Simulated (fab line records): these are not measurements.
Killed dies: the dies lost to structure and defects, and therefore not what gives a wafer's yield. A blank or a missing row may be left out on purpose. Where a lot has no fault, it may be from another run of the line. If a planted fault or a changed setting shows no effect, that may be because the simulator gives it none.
Comparing a struck lot with a sound one | flow sky130 | 15 out of 708 route steps
Sound: wafers L300.1, L300.2, L300.3. The struck wafers were L307.3, L307.5, L307.6. The cause is given at the end.
Each step with rows lists, per side, the tool, then ch with its chambers, then its first start. Under that, the readings that differ: sound wafers | struck wafers | difference of the means | sigmas: that difference in standard deviations of wafers without a fault.
alike: readings whose means differ by less than 2 such deviations, and words and numbers that are the same on both sides. not compared: withheld readings, readings that some wafer has no value for, bounds like >300 that may hide the same value, and numbers for which the record gives no deviation and whose values overlap.
The two part at a step that has a row with sigmas, a row that says differs or no value, or rows on one side only. Numbers that have no deviation but don't overlap get no sigmas and don't part them. Lack of a reading on every wafer of one side parts them only where that side has two or more wafers.

first, 1 step without rows for these wafers: SKY_VT_ADJUST_NCORE_IMPLANT_09.
SKY_VT_ADJUST_NCORE_STRIP_10: strips in O2/N2.
  sound on plasma-asher-03 ch 0,1, day 8 23:21; struck on plasma-asher-04 ch 0,1, day 11 06:44
  alike: drypump-motor-current-A, oes-product-au, strip-time-to-endpoint-s
  not compared: rf-hours-counter-h
SKY_VT_ADJUST_NCORE_TW_MEAS_11:
  sound on film-metro-03 at day 8 23:27; struck on film-metro-04 at day 11 06:49
  alike: VT_ADJUST_NCORE_TW
then, 7 steps without rows for these wafers: SKY_VT_ADJUST_HVTR_DEHYDRATE_00 (time 60 s); SKY_VT_ADJUST_HVTR_HMDS_01 (prime time 60 s); SKY_VT_ADJUST_HVTR_COAT_02 (resist thk 1140 nm); SKY_VT_ADJUST_HVTR_SOFTBAKE_03 (time 60 s); SKY_VT_ADJUST_HVTR_EXPOSE_04 (exposes mask HVTRM, target cd 380 nm); SKY_VT_ADJUST_HVTR_PEB_05; SKY_VT_ADJUST_HVTR_DEVELOP_06 (develop time 61.13 s).
SKY_VT_ADJUST_HVTR_CD_MEAS_07: the cd target is 380 nm.
  sound on cd-sem-01 at day 9 19:55; struck on cd-sem-01 at day 12 05:53
  reading    | sound             | struck            | difference | sigmas
  cd-nm (nm) | 373.6 377.1 377.1 | 381.8 384.0 384.2 | +7.4       | +3
SKY_VT_ADJUST_HVTR_OVL_MEAS_08:
  sound on overlay-02 at day 9 20:02; struck on overlay-02 at day 12 05:59
  alike: VT_ADJUST_HVTR_OVL
SKY_VT_ADJUST_HVTR_IMPLANT_09:
  sound on implanter-02 ch 0, day 9 20:04; struck on implanter-01 ch 0, day 12 06:03
  reading                   | sound             | struck            | difference | sigmas
  implant-ion-amu           | 11 11 11          | 49 49 49          | +38        |
  model.implant.rp-nm (nm)  | 33.42 33.42 33.42 | 10.64 10.64 10.64 | -22.78     |
  model.implant.drp-nm (nm) | 17.11 17.11 17.11 | 6.005 6.005 6.005 | -11.105    |
  alike: beam-energy-keV
SKY_VT_ADJUST_HVTR_STRIP_10: strips in O2/N2.
  sound on plasma-asher-02 ch 0,1, day 9 20:13; struck on plasma-asher-01 ch 0,1, day 12 06:11
  alike: drypump-motor-current-A, oes-product-au, strip-time-to-endpoint-s
  not compared: rf-hours-counter-h
SKY_VT_ADJUST_HVTR_TW_MEAS_11:
  sound on film-metro-02 at day 9 20:19; struck on film-metro-04 at day 12 06:30
  reading           | sound             | struck            | difference | sigmas
  VT_ADJUST_HVTR_TW | 212.5 211.5 212.5 | 303.9 303.2 302.8 | +91.1      | +54
  not compared: hold

## WHERE THEY PART
Earliest at SKY_VT_ADJUST_HVTR_CD_MEAS_07; latest, in this record, at SKY_VT_ADJUST_HVTR_TW_MEAS_11.

WHY: what the simulator had put in
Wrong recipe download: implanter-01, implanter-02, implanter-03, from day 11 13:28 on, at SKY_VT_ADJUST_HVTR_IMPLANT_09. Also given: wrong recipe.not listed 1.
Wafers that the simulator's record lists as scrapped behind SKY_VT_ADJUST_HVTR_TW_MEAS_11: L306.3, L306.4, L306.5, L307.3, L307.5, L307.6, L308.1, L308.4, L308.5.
